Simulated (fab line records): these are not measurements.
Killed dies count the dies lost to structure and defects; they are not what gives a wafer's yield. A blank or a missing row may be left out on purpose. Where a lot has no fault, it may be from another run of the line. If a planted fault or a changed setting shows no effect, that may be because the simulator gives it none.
Chamber matching    flow sky130    4 sister chambers for SKY_VIA4_CMP_21 on cmp-01
The step polishes, stops on SiO2, t overpolish 25 s, target thk 0 nm. 18 wafers are shown with their chamber, then 9 later ones without.

WAFERS, EACH WITH ITS CHAMBER
wafer   chamber  motor current A (A)  slurry flow ml min  edge zone pressure frac
L367.1  2        12.4                 150.1               1.010
L367.2  3        8.9                  150.7               0.995
L367.6  3        8.3                  150.4               0.995
L368.2  1        12.0                 150.0               1.003
L368.3  2        12.8                 150.3               1.003
L368.6  0        8.8                  149.4               1.000
L370.2  2        12.0                 149.5               0.997
L370.3  1        11.5                 149.3               0.998
L370.6  1        11.8                 149.5               0.998
L375.1  3        8.1                  149.4               0.992
L375.3  1        11.8                 150.3               1.001
L375.4  2        12.6                 150.1               0.992
L376.2  0        8.6                  149.7               1.007
L376.4  1        11.8                 149.7               1.001
L376.5  3        8.1                  150.4               1.001
L378.1  3        8.4                  150.5               0.997
L378.3  2        12.2                 150.6               0.999
L378.4  1        12.0                 150.3               0.997

SIGNATURES, as means of the wafers listed above
reading                  chamber 0  chamber 1  chamber 2  chamber 3  scatter within a chamber
motor current A          8.700      11.817     12.400     8.360      0.27
slurry flow ml min       149.550    149.850    150.120    150.280    0.431
edge zone pressure frac  1.00350    0.99967    1.00020    0.99600    0.00446
Rule: for a wafer and a chamber, the distance is found by dividing, reading by reading, the gap between the wafer's reading and the chamber's mean by the reading's scatter, squaring, summing and taking the root. If the next closest chamber is less than 2 further off than the closest, the wafer can't be placed; otherwise it belongs to the closest. The scatter: the root of (the sum of the squares of (reading less its chamber's mean) over the shown wafers, divided by (wafers less chambers)).

WAFERS WITHOUT THEIR CHAMBER
wafer   motor current A (A)  slurry flow ml min  edge zone pressure frac
L383.2  8.8                  149.9               0.995
L383.4  8.7                  149.9               0.994
L383.5  12.5                 150.0               0.988
L388.4  12.0                 149.4               0.996
L388.5  12.4                 150.2               0.993
L388.6  8.4                  149.3               1.000
L390.2  11.0                 150.8               0.996
L390.4  8.4                  149.6               1.005
L390.5  12.5                 149.6               1.000

EACH ONE'S CHAMBER
wafer   from the rows above      in truth
L383.2  can't be placed: 3 or 0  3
L383.4  can't be placed: 3 or 0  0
L383.5  can't be placed: 2 or 1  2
L388.4  can't be placed: 1 or 2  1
L388.5  can't be placed: 2 or 1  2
L388.6  can't be placed: 0 or 3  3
L390.2  can't be placed: 1 or 2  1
L390.4  can't be placed: 0 or 3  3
L390.5  can't be placed: 2 or 1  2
Placed correctly: 0 of 9. Can't be placed from these rows: 9 (the true chamber is among the candidates in 9). Number placed wrongly: 0.
